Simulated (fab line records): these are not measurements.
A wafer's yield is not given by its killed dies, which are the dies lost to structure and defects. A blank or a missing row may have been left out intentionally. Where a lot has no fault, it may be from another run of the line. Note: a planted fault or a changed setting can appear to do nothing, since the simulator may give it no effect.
What tool caused it?	flow sky130	Sampling: 12 lots, 33 wafers, 6 of 708 route steps

## WHAT EACH GAUGE READ, for each wafer
SKY_FIELD_ISO_BOW_MEAS_00.
lot	measured	on	INCOMING_BOW (um)
L607	day 1 10:01	filmMetro-02	5 -8 -8
L610	day 2 01:02	filmMetro-04	11 1 -2
L612	day 2 11:00	filmMetro-01	2 0 3
L613	day 2 16:00	filmMetro-02	1 -1 6
L614	day 2 21:01	filmMetro-01	2 -1 5
L616	day 3 07:04	filmMetro-04	6 0 -9
L620	day 4 03:04	filmMetro-02	1 -3
L623	day 4 18:04	filmMetro-04	7 3
L624	day 4 23:00	filmMetro-01	1 0
L625	day 5 04:01	filmMetro-02	-1 7 -6
L626	day 5 09:01	filmMetro-01	-1 7 -13
L629	day 6 00:02	filmMetro-02	4 -10 -2

SKY_FIELD_ISO_THK_MEAS_04.
lot	measured	on	FIELD_ISO_CVD_03_THK (nm)
L607	day 1 16:56	filmMetro-04	162.9 164.1 165.4
L610	day 2 10:01	filmMetro-04	164.9 165.7 164.1
L612	day 2 20:33	filmMetro-04	164.0 162.8 162.6
L613	day 3 03:31	filmMetro-01	161.6 161.9 162.3
L614	day 3 08:14	filmMetro-04	161.9 162.5 162.3
L616	day 3 15:30	filmMetro-02	165.0 164.6 163.5
L620	day 4 07:49	filmMetro-01	164.0 163.8
L623	day 4 21:31	filmMetro-02	163.3 164.2
L624	day 5 03:41	filmMetro-01	165.9 165.5
L625	day 5 08:23	filmMetro-02	163.5 164.5 163.7
L626	day 5 13:29	filmMetro-02	168.8 167.9 168.8
L629	day 6 07:40	filmMetro-02	165.4 164.2 164.9

SKY_VT_ADJUST_LVTN_OVL_MEAS_07.
lot	measured	on	VT_ADJUST_LVTN_OVL (nm)
L607	day 6 19:41	overlay-01	-0.3 0.5 0.5
L610	day 7 22:29	overlay-02	-0.3 -0.8 -0.1
L612	day 8 13:50	overlay-01	0.7 3.4 2.3
L613	day 8 18:01	overlay-01	0.1 -0.1 -0.9
L614	day 9 00:05	overlay-01	-0.8 1.9 1.4
L616	day 9 09:32	overlay-02	3.2 0.7 -0.9
L620	day 10 03:47	overlay-01	-0.8 1.9
L623	day 11 01:50	overlay-01	1.6 -0.5
L624	day 11 03:40	overlay-02	0.2 -1.0
L625	day 11 16:26	overlay-01	-1.0 0.3 -0.6
L626	day 12 00:08	overlay-01	0.1 1.0 -0.1
L629	day 12 17:35	overlay-01	0.5 1.3 1.4

SKY_VIA1_RS_MEAS_22: measures by four-point-probe.
lot	measured	on	VIA1_W_RS (ohm/sq)
L607	day 33 15:08	filmMetro-03	0.421 0.419 0.430
L610	day 35 23:51	filmMetro-01	0.430 0.413 0.412
L612	day 35 22:58	filmMetro-04	0.434 0.413 0.414
L613	day 36 07:37	filmMetro-03	0.432 0.416 0.436
L614	day 36 12:53	filmMetro-01	0.433 0.434 0.414
L616	day 36 23:01	filmMetro-04	0.434 0.439 0.438
L620	day 38 01:25	filmMetro-03	0.429 0.313
L623	day 38 08:46	filmMetro-03	0.436 0.319
L624	day 38 10:17	filmMetro-04	0.439 0.314
L625	day 39 04:44	filmMetro-01	0.439 0.419 0.439
L626	day 39 18:55	filmMetro-01	0.432 0.420 0.437
L629	day 40 09:55	filmMetro-03	0.436 0.433 0.418

SKY_VIA1_THK_MEAS_23: measures by xrf.
lot	measured	on	VIA1_W_THK (nm)
L607	day 33 15:14	filmMetro-03	269 269 264
L610	day 35 23:57	filmMetro-01	265 275 276
L612	day 35 23:05	filmMetro-04	262 274 274
L613	day 36 07:44	filmMetro-03	261 269 258
L614	day 36 12:59	filmMetro-01	262 262 275
L616	day 36 23:07	filmMetro-04	263 260 260
L620	day 38 01:30	filmMetro-03	262 355
L623	day 38 08:52	filmMetro-03	259 349
L624	day 38 10:25	filmMetro-04	259 359
L625	day 39 04:50	filmMetro-01	262 276 263
L626	day 39 19:01	filmMetro-01	267 274 264
L629	day 40 10:01	filmMetro-03	257 259 267

## TOOL THAT RAN EACH LOT (tool first, then ch and the chambers of the sampled wafers, then the start)
lot	SKY_VIA1_CVD_21
L607	cvdW-02 ch 0,1, day 33 15:01
L610	cvdW-02 ch 0,1, day 35 23:45
L612	cvdW-02 ch 0,1, day 35 22:52
L613	cvdW-02 ch 0,1, day 36 07:31
L614	cvdW-02 ch 0,1, day 36 12:46
L616	cvdW-01 ch 0,1, day 36 22:53
L620	cvdW-01 ch 0, day 38 01:17
L623	cvdW-01 ch 0, day 38 08:39
L624	cvdW-01 ch 1, day 38 10:11
L625	cvdW-02 ch 0,1, day 39 04:37
L626	cvdW-02 ch 0,1, day 39 18:48
L629	cvdW-02 ch 0,1, day 40 09:49
- SKY_VIA1_CVD_21: deposits W, target thk 270 nm, time 80.902 s.

## WHAT THE TOOLS THEMSELVES READ (means of the sampled wafers that have a number; where no wafer has one, the mark that the record gives instead)
SKY_VIA1_CVD_21.
lot	tool	heaterPowerW (W)
L607	cvdW-02	924
L610	cvdW-02	912
L612	cvdW-02	919
L613	cvdW-02	976
L614	cvdW-02	961
L616	cvdW-01	829
L620	cvdW-01	775
L623	cvdW-01	772
L624	cvdW-01	898
L625	cvdW-02	978
L626	cvdW-02	985
L629	cvdW-02	994

## THE ANSWER, worked out from the rows above alone
Rule: what is usual is taken from the lots themselves. The widest of any qualifying gaps counts: lots, ordered by their means at a reading, are off when they make up no more than a third of the lots, leave a main group of 4 or more, and stand apart from it by 3 or more times the standard deviation of that group's means. The tables above print the reading to a certain number of digits; a main group whose means all agree to those digits is not used. Also off: a lot with no number at a reading for which 4 or more lots have one. The other lots that the step has rows for count as sound. The gauges are gone through in route order, then the tools' own readings, and for those a lot's mean is taken as printed above. The first step at which some lot is off is used, and at that step the reading that is off furthest; a lot without a number counts as furthest.
Off: L620, L623, L624, at SKY_VIA1_RS_MEAS_22 (VIA1_W_RS). Mean 0.427 ohm/sq and standard deviation 0.0055 in the main group.
A tool fits if, at a process step before that reading, it ran every lot that is off, and no sound lot after the first of them. The gauges at SKY_VIA1_RS_MEAS_22 are tried like those tools. One candidate fits, namely cvdW-01 at SKY_VIA1_CVD_21. Its last sound lot is L616 (day 36 22:53), its first lot that is off L620 (day 38 01:17): a fault that began between those two fits.

## WHAT WAS PUT IN BY THE SIMULATOR
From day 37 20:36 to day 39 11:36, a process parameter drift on cvdW-01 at SKY_VIA1_CVD_21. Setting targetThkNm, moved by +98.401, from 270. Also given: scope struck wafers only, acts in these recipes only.
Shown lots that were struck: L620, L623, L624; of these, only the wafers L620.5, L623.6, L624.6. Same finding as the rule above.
